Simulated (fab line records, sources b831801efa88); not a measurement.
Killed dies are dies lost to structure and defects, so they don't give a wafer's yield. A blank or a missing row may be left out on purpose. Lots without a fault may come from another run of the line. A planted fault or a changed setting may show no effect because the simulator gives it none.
fab line records | flow gf180mcu
record lots=12 wafers=36 last_day=34
route steps=602 shown PSD@261 NSD@262 SALICIDE@280 CONTACT@291 MIM@511
lots that met no fault: from a run of the same line without faults
start_h: hours from the record's first day to the start of the lot's first wafer shown | wait_h: hours since the lot's step before | " the same as in the row above | L1.1+2: a row that stands for several wafers | - no value, or no start given | * or withheld: withheld | < > ~ a bound
route shown NAME@n: a module of which the file shows steps, and the number in the route of the first | usual: mean/standard deviation of fault-free wafers | same: alike in all rows | chamber/n: place in a boat | sites: the reading at each site | _std_site: their standard deviation | _edge_site: outer sites' mean less inner sites' | radius_mm: how far each site lies from the wafer's centre | mask NAME#n: copy n | behind: the tool/chamber that last shaped the wafer | hold: why the lot was held/for how many hours/how that ended | device: the transistor (n, p or np) that didn't switch | end of line: the same wafers' tests at the end of the route | a step without rows: its recipe alone | killed: dies lost to structure and defects at the first sort, not the wafer's yield | map: a wafer's dies, x killed, . not, _ none there
set.NAME: the setting as run; set.NAME@STEP: as run at that earlier step | model.NAME: the simulator's own value behind a step, which no gauge read
steps of the route over a sample of lots; a table a step, a row a wafer
services: from which hour (start_h, from the record's first day; less than 0 if before it) a tool's chamber was out of use, for how many hours, and why
## steps
# step GF_PSD_RTA_13
# recipe temp_c=1025 time_s=20 ambient=N2
# usual lamp_power_pct=33.5/0.64 run_length_s=48.78/0.15 wafer_temp_C_max=1028.8/1.2
# columns lot.wafer tool chamber start_h wait_h lamp_power_pct run_length_s wafer_temp_C_max
L484.1 rtp_anneal-02 0 320.80 0.0 32.9 48.78 1029.2
L484.2 " 0 " " 33.0 48.68 1030.0
L484.6 " 0 " " 32.9 48.89 1031.0
L485.3 rtp_anneal-01 0 331.40 0.0 34.2 48.55 1027.5
L485.4 " 0 " " 34.3 48.60 1028.1
L485.5 " 0 " " 34.3 48.76 1028.2
L486.2 rtp_anneal-02 0 337.28 0.0 33.0 49.18 1029.3
L486.3 " 0 " " 32.9 48.66 1030.2
L486.6 " 0 " " 32.9 49.13 1029.8
L488.1 rtp_anneal-01 0 355.19 0.0 34.2 48.57 1026.8
L488.4 " 0 " " 34.2 48.55 1026.8
L488.6 " 0 " " 34.3 48.72 1027.5
L489.1 rtp_anneal-01 0 360.40 0.0 34.2 48.79 1029.1
L489.3 " 0 " " 34.3 48.96 1029.4
L489.6 " 0 " " 34.3 48.81 1028.3
L493.2 rtp_anneal-02 0 394.94 0.0 33.0 48.65 1029.8
L493.4 " 0 " " 32.9 48.62 1029.8
L493.5 " 0 " " 32.9 49.17 1030.8
L494.1 rtp_anneal-02 0 405.22 0.0 33.0 48.64 1030.5
L494.2 " 0 " " 32.8 44.26 1030.0
L494.3 " 0 " " 32.9 48.64 1028.9
L495.1 rtp_anneal-02 0 412.20 0.0 32.9 48.87 1031.5
L495.2 " 0 " " 32.9 44.18 1029.1
L495.4 " 0 " " 32.9 44.46 1030.2
L504.1 rtp_anneal-02 0 489.06 0.0 32.9 48.99 1029.2
L504.2 " 0 " " 33.0 49.02 1030.3
L504.4 " 0 " " 32.9 49.04 1029.3
L505.1 rtp_anneal-01 0 490.91 0.0 34.2 48.72 1027.4
L505.3 " 0 " " 34.2 48.60 1028.0
L505.5 " 0 " " 34.3 48.64 1027.6
L506.1 rtp_anneal-01 0 499.33 0.0 34.2 48.60 1028.3
L506.4 " 0 " " 34.2 48.68 1026.9
L506.5 " 0 " " 34.1 48.76 1029.1
L507.2 rtp_anneal-01 0 517.50 0.0 34.2 48.58 1026.9
L507.5 " 0 " " 34.2 48.85 1026.9
L507.6 " 0 " " 34.2 48.92 1027.1
# step GF_PSD_RS_MEAS_14
# recipe thk_meas_gauge=four-point-probe
# usual NSD_RS=46.14/0.088
# columns lot.wafer tool chamber start_h wait_h hold NSD_RS[ohm/sq]
L484.1 film_metro-04 - 320.89 0.1 - 46.21
L484.2 " - " " - 46.14
L484.6 " - " " - 46.11
L485.3 film_metro-03 - 331.49 0.1 - 46.01
L485.4 " - " " - 46.23
L485.5 " - " " - 46.08
L486.2 film_metro-03 - 337.37 0.1 - 46.02
L486.3 " - " " - 46.06
L486.6 " - " " - 46.07
L488.1 film_metro-03 - 355.28 0.1 - 46.09
L488.4 " - " " - 46.16
L488.6 " - " " - 46.12
L489.1 film_metro-01 - 360.48 0.1 - 46.14
L489.3 " - " " - 46.14
L489.6 " - " " - 46.14
L493.2 film_metro-01 - 395.03 0.1 - 46.26
L493.4 " - " " - 46.05
L493.5 " - " " - 46.20
L494.1 film_metro-03 - 405.30 0.1 await_dispo/0.2h/release 46.03
L494.2 " - " " await_dispo/0.2h/release 47.28
L494.3 " - " " await_dispo/0.2h/release 46.07
L494.1 film_metro-03 - 405.59 0.3 - 46.03
L494.2 " - " " - 47.35
L494.3 " - " " - 46.06
L495.1 film_metro-01 - 412.29 0.1 await_dispo/0.2h/release 46.07
L495.2 " - " " await_dispo/0.2h/release 47.27
L495.4 " - " " await_dispo/0.2h/release 47.29
L495.1 film_metro-01 - 412.67 0.4 - 46.11
L495.2 " - " " - 47.25
L495.4 " - " " - 47.23
L504.1 film_metro-01 - 489.15 0.1 - 46.11
L504.2 " - " " - 45.98
L504.4 " - " " - 46.00
L505.1 film_metro-03 - 491.00 0.1 - 46.00
L505.3 " - " " - 46.17
L505.5 " - " " - 46.17
L506.1 film_metro-04 - 499.42 0.1 - 46.21
L506.4 " - " " - 46.17
L506.5 " - " " - 46.19
L507.2 film_metro-01 - 517.59 0.1 - 46.12
L507.5 " - " " - 46.19
L507.6 " - " " - 46.11
# step GF_PSD_RS_MEAS_15
# recipe thk_meas_gauge=four-point-probe
# usual PSD_RS=108.56/0.28
# columns lot.wafer tool chamber start_h wait_h hold PSD_RS[ohm/sq]
L484.1 film_metro-04 - 321.01 0.1 - 108.69
L484.2 " - " " - 108.56
L484.6 " - " " - 108.63
L485.3 film_metro-03 - 331.61 0.1 - 108.67
L485.4 " - " " - 108.60
L485.5 " - " " - 108.45
L486.2 film_metro-03 - 337.49 0.1 - 107.98
L486.3 " - " " - 108.20
L486.6 " - " " - 108.55
L488.1 film_metro-03 - 355.40 0.1 - 108.79
L488.4 " - " " - 108.88
L488.6 " - " " - 108.76
L489.1 film_metro-01 - 360.60 0.1 - 108.64
L489.3 " - " " - 108.62
L489.6 " - " " - 108.41
L493.2 film_metro-01 - 395.15 0.1 - 108.84
L493.4 " - " " - 108.51
L493.5 " - " " - 108.58
L494.1 film_metro-03 - 413.02 7.4 await_dispo/0.2h/release 108.65
L494.2 " - " " await_dispo/0.2h/release 111.79
L494.3 " - " " await_dispo/0.2h/release 108.56
L494.1 film_metro-03 - 413.31 0.3 - 108.61
L494.2 " - " " - 111.81
L494.3 " - " " - 108.48
L495.1 film_metro-01 - 415.84 3.2 await_dispo/0.2h/release 108.37
L495.2 " - " " await_dispo/0.2h/release 111.41
L495.4 " - " " await_dispo/0.2h/release 111.40
L495.1 film_metro-01 - 416.13 0.3 - 108.25
L495.2 " - " " - 111.40
L495.4 " - " " - 111.66
L504.1 film_metro-01 - 489.27 0.1 - 108.05
L504.2 " - " " - 108.16
L504.4 " - " " - 108.26
L505.1 film_metro-03 - 491.12 0.1 - 108.35
L505.3 " - " " - 108.43
L505.5 " - " " - 108.49
L506.1 film_metro-04 - 499.54 0.1 - 108.21
L506.4 " - " " - 108.41
L506.5 " - " " - 108.35
L507.2 film_metro-01 - 517.71 0.1 - 108.69
L507.5 " - " " - 108.65
L507.6 " - " " - 108.51
# step GF_SALICIDE_SPUTTER_02
# recipe material=Co target_thk_nm=10 power_w=1000 time_s=20 chamber_pressure_pa=0.4
# usual throttle_valve_pct=29.5/1.1
# same time_s=20
# columns lot.wafer tool chamber start_h wait_h throttle_valve_pct
L484.1 pvd_sputter-02 - 341.75 0.0 29.7
L484.2 " - " " 29.6
L484.6 " - " " 28.9
L485.3 pvd_sputter-03 - 353.46 0.0 30.7
L485.4 " - " " 29.0
L485.5 " - " " 31.0
L486.2 pvd_sputter-02 - 359.65 0.0 28.7
L486.3 " - " " 29.9
L486.6 " - " " 29.3
L488.1 pvd_sputter-03 - 378.25 0.0 27.6
L488.4 " - " " 29.5
L488.6 " - " " 30.6
L489.1 pvd_sputter-03 - 383.05 0.0 30.8
L489.3 " - " " 27.6
L489.6 " - " " 27.2
L493.2 pvd_sputter-02 - 418.65 0.0 29.4
L493.4 " - " " 28.8
L493.5 " - " " 29.8
L494.1 pvd_sputter-04 - 430.09 0.0 29.3
L494.2 " - " " 28.7
L494.3 " - " " 31.2
L495.1 pvd_sputter-03 - 436.50 0.0 27.5
L495.2 " - " " 29.2
L495.4 " - " " 31.0
L504.1 pvd_sputter-04 - 513.60 0.0 30.2
L504.2 " - " " 29.5
L504.4 " - " " 28.6
L505.1 pvd_sputter-04 - 515.31 0.0 31.1
L505.3 " - " " 30.4
L505.5 " - " " 28.7
L506.1 pvd_sputter-02 - 522.75 0.0 28.3
L506.4 " - " " 29.2
L506.5 " - " " 28.7
L507.2 pvd_sputter-02 - 541.20 0.0 29.3
L507.5 " - " " 29.6
L507.6 " - " " 28.6
# step GF_CONTACT_CMP_04
# recipe material=SiO2 down_force_psi=4 platen_rpm=60 pad_velocity_m_s=0.94248
# usual motor_current_A=12.5/1.2 time_to_endpoint_s=111/6.2
# columns lot.wafer tool chamber start_h wait_h motor_current_A time_to_endpoint_s
L484.2 cmp-02 1 342.51 0.0 11.8 120
L484.1 " 3 " " 13.1 121
L484.6 " 2 " " 11.2 113
L485.4 cmp-01 0 354.95 0.7 11.3 119
L485.3 " 3 " " 12.0 117
L485.5 " 0 " " 11.2 123
L486.3 cmp-02 2 360.41 0.0 11.0 106
L486.2 " 0 " " 13.8 111
L486.6 " 2 " " 10.9 116
L488.4 cmp-02 2 379.01 0.0 11.0 107
L488.1 " 0 " " 14.7 106
L488.6 " 3 " " 12.5 122
L489.1 cmp-02 0 383.94 0.1 14.1 114
L489.3 " 1 " " 11.6 117
L489.6 " 3 " " 12.1 125
L493.2 cmp-01 1 419.46 0.1 12.9 98
L493.4 " 3 " " 12.8 105
L493.5 " 0 " " 10.4 101
L494.1 cmp-01 1 430.85 0.1 12.3 111
L494.2 " 2 " " 14.5 114
L494.3 " 0 " " 11.4 105
L495.4 cmp-02 0 437.27 0.0 14.2 113
L495.1 " 1 " " 11.8 105
L495.2 " 3 " " 12.5 112
L504.1 cmp-02 0 514.36 0.1 14.2 114
L504.4 " 1 " " 11.8 119
L504.2 " 2 " " 11.3 113
L505.3 cmp-02 1 516.07 0.0 11.4 112
L505.1 " 2 " " 11.0 104
L505.5 " 1 " " 11.4 114
L506.4 cmp-02 1 523.56 0.1 11.5 103
L506.1 " 3 " " 13.0 104
L506.5 " 0 " " 14.6 106
L507.2 cmp-01 3 542.06 0.1 12.5 114
L507.5 " 1 " " 12.7 117
L507.6 " 2 " " 13.8 116
# step GF_MIM_SPUTTER_08
# recipe material=AlCu target_thk_nm=200 power_w=10600 time_s=10.6 chamber_pressure_pa=0.4
# usual throttle_valve_pct=29.9/0.77
# same time_s=10.6
# columns lot.wafer tool chamber start_h wait_h throttle_valve_pct
L484.1 pvd_sputter-01 - 564.15 0.0 30.8
L484.2 " - " " 30.7
L484.6 " - " " 29.6
L485.3 pvd_sputter-04 - 577.67 0.0 28.6
L485.4 " - " " 29.5
L485.5 " - " " 28.4
L486.2 pvd_sputter-01 - 582.93 0.0 29.5
L486.3 " - " " 30.6
L486.6 " - " " 29.6
L488.1 pvd_sputter-04 - 601.97 0.0 31.3
L488.4 " - " " 28.6
L488.6 " - " " 30.2
L489.1 pvd_sputter-01 - 608.11 0.0 29.4
L489.3 " - " " 30.2
L489.6 " - " " 30.4
L493.2 pvd_sputter-04 - 637.93 0.0 29.4
L493.4 " - " " 28.5
L493.5 " - " " 29.4
L494.1 pvd_sputter-04 - 648.55 0.0 29.3
L494.2 " - " " 28.8
L494.3 " - " " 30.5
L495.1 pvd_sputter-01 - 652.46 0.0 30.6
L495.2 " - " " 29.6
L495.4 " - " " 30.5
L504.1 pvd_sputter-04 - 716.77 0.0 29.6
L504.2 " - " " 31.2
L504.4 " - " " 30.4
L505.1 pvd_sputter-01 - 716.91 0.0 30.5
L505.3 " - " " 30.3
L505.5 " - " " 30.6
L506.1 pvd_sputter-01 - 722.24 0.0 29.7
L506.4 " - " " 30.8
L506.5 " - " " 30.4
L507.2 pvd_sputter-02 - 737.30 0.0 29.6
L507.5 " - " " 29.8
L507.6 " - " " 29.5
## services
# columns tool chamber start_h hours kind
cmp-02 - 312.70 1.0 repair
pvd_sputter-03 - 334.55 11.0 repair
pvd_sputter-04 - 343.37 3.7 repair
cmp-01 - 348.41 1.6 repair
cmp-02 - 352.73 6.0 repair
cmp-01 - 365.85 1.1 repair
cmp-01 - 404.28 4.0 pm
cmp-01 - 414.72 2.2 repair
cmp-01 - 434.28 4.2 pm
cmp-01 - 443.47 1.9 repair
pvd_sputter-03 - 444.27 2.1 repair
cmp-02 - 459.38 4.1 pm
cmp-02 - 479.53 5.5 pm
pvd_sputter-01 - 488.02 1.3 repair
pvd_sputter-04 - 507.69 3.8 repair
pvd_sputter-03 - 534.35 1.0 repair
cmp-02 - 572.00 4.0 pm
cmp-01 - 599.70 1.2 repair
pvd_sputter-01 - 605.51 0.9 repair
cmp-02 - 609.38 5.9 repair
pvd_sputter-02 - 627.58 1.6 repair
rtp_anneal-02 - 666.77 4.4 pm
cmp-02 - 701.32 1.4 repair
cmp-02 - 720.36 3.2 repair
## key
first_sign step=GF_PSD_RTA_13 reading=run_length_s direction=down sigmas=29 usual=* struck=*
effect step=GF_PSD_RS_MEAS_14 reading=visit direction=added
effect step=GF_PSD_RS_MEAS_14 reading=NSD_RS direction=up sigmas=13 usual=46.14 struck=47.28
effect step=GF_PSD_RS_MEAS_15 reading=visit direction=added
effect step=GF_PSD_RS_MEAS_15 reading=PSD_RS direction=up sigmas=11 usual=108.56 struck=111.53
met_at GF_PSD_RTA_13
struck_lots L494,L495
struck_wafers L494.2,L495.2,L495.4
tester_left_out L494,L495
not_acting_at GF_SALICIDE_SPUTTER_02,GF_CONTACT_CMP_04,GF_MIM_SPUTTER_08
onset_between 394.94 405.22
fault kind=process_parameter_drift tool=rtp_anneal-02 chamber=- onset_h=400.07 steps=GF_PSD_RTA_13 channel=time_s offset=* shape=step end_h=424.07 scope=struck_wafers_only acts_in=* stated=*
# tester_left_out: of these lots the tester's yield and bins aren't shown, on N5 and GAA mostly nor the transistor test; their killed dies are dies lost to structure and defects alone, not to doping, threshold or leakage, so they don't give the yield
